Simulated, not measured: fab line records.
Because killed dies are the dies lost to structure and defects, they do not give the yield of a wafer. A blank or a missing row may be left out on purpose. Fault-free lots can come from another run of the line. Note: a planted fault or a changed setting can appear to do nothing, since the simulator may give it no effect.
The tool behind it: which one? / flow sfqLine / 14 lots (42 wafers sampled), 1 step of a 325-step route

== WHAT THE GAUGES READ, wafer by wafer ==
The record holds no reading of a measuring or inspecting step that can be judged against a usual standard deviation.

== WHAT TOOL EACH LOT RAN ON (gives the tool, then ch and the chambers of the sampled wafers, and finally the start) ==
lot=L863; SFQ_TRILAYER_I3_VIA_LITHO_PEB_088=lithoTrack-03 ch 0, day 47 06:44
lot=L864; SFQ_TRILAYER_I3_VIA_LITHO_PEB_088=lithoTrack-04 ch 0, day 47 16:14
lot=L865; SFQ_TRILAYER_I3_VIA_LITHO_PEB_088=lithoTrack-01 ch 0, day 47 22:11
lot=L869; SFQ_TRILAYER_I3_VIA_LITHO_PEB_088=lithoTrack-04 ch 0, day 50 17:24
lot=L871; SFQ_TRILAYER_I3_VIA_LITHO_PEB_088=lithoTrack-03 ch 0, day 50 23:58
lot=L872; SFQ_TRILAYER_I3_VIA_LITHO_PEB_088=lithoTrack-04 ch 0, day 51 07:42
lot=L877; SFQ_TRILAYER_I3_VIA_LITHO_PEB_088=lithoTrack-01 ch 0, day 53 12:47
lot=L878; SFQ_TRILAYER_I3_VIA_LITHO_PEB_088=lithoTrack-01 ch 0, day 53 16:26
lot=L879; SFQ_TRILAYER_I3_VIA_LITHO_PEB_088=lithoTrack-03 ch 0, day 54 13:49
lot=L880; SFQ_TRILAYER_I3_VIA_LITHO_PEB_088=lithoTrack-04 ch 0, day 55 06:05
lot=L881; SFQ_TRILAYER_I3_VIA_LITHO_PEB_088=lithoTrack-03 ch 0, day 56 17:22
lot=L882; SFQ_TRILAYER_I3_VIA_LITHO_PEB_088=lithoTrack-04 ch 0, day 57 13:13
lot=L883; SFQ_TRILAYER_I3_VIA_LITHO_PEB_088=lithoTrack-01 ch 0, day 62 20:36
lot=L884; SFQ_TRILAYER_I3_VIA_LITHO_PEB_088=lithoTrack-01 ch 0, day 62 21:49
- SFQ_TRILAYER_I3_VIA_LITHO_PEB_088: peb time 60 s.

== WHAT THE TOOLS THEMSELVES READ (means of the sampled wafers that have a number; where no wafer has one, the mark that the record gives instead) ==
SFQ_TRILAYER_I3_VIA_LITHO_PEB_088.
lot=L863; tool=lithoTrack-03; heaterPowerTotalW (W)=79.07; plateTempC (C)=114.89
lot=L864; tool=lithoTrack-04; heaterPowerTotalW (W)=79.14; plateTempC (C)=114.90
lot=L865; tool=lithoTrack-01; heaterPowerTotalW (W)=79.18; plateTempC (C)=114.94
lot=L869; tool=lithoTrack-04; heaterPowerTotalW (W)=77.39; plateTempC (C)=113.06
lot=L871; tool=lithoTrack-03; heaterPowerTotalW (W)=79.11; plateTempC (C)=115.02
lot=L872; tool=lithoTrack-04; heaterPowerTotalW (W)=77.37; plateTempC (C)=112.95
lot=L877; tool=lithoTrack-01; heaterPowerTotalW (W)=79.23; plateTempC (C)=115.15
lot=L878; tool=lithoTrack-01; heaterPowerTotalW (W)=79.20; plateTempC (C)=115.09
lot=L879; tool=lithoTrack-03; heaterPowerTotalW (W)=79.18; plateTempC (C)=115.01
lot=L880; tool=lithoTrack-04; heaterPowerTotalW (W)=79.14; plateTempC (C)=114.97
lot=L881; tool=lithoTrack-03; heaterPowerTotalW (W)=79.13; plateTempC (C)=115.17
lot=L882; tool=lithoTrack-04; heaterPowerTotalW (W)=79.18; plateTempC (C)=114.97
lot=L883; tool=lithoTrack-01; heaterPowerTotalW (W)=79.20; plateTempC (C)=115.12
lot=L884; tool=lithoTrack-01; heaterPowerTotalW (W)=79.11; plateTempC (C)=115.07

== THE ANSWER, worked out from the rows above alone ==
Rule: usual is defined by the lots themselves. Put in order of their means at a reading, lots are off if they are a third of the lots or fewer, leave a main group of 4 or more, and stand apart from it by a gap of 3 or more times the standard deviation of the main group's means; of several such gaps the widest counts. A main group whose means are all the same, to the digits that the tables above print for the reading, isn't used. A lot without any number at a reading at which 4 lots or more have one is off too. Where the step has rows for the other lots, those lots are counted as sound. First the gauges in route order, then the tools' own readings, where a lot's mean is used as printed above. At the first step where some lot is off, the reading lying furthest off is the one used; lots without a number count as furthest.
Off: L869, L872 (SFQ_TRILAYER_I3_VIA_LITHO_PEB_088, heaterPowerTotalW). The main group: mean 79.16 W, standard deviation 0.045.
A tool fits if, at that step or a process step before it, it ran every lot that is off, and no sound lot after the first of them. Of those tried, none fits.

== WHAT THE SIMULATOR HAD INSERTED ==
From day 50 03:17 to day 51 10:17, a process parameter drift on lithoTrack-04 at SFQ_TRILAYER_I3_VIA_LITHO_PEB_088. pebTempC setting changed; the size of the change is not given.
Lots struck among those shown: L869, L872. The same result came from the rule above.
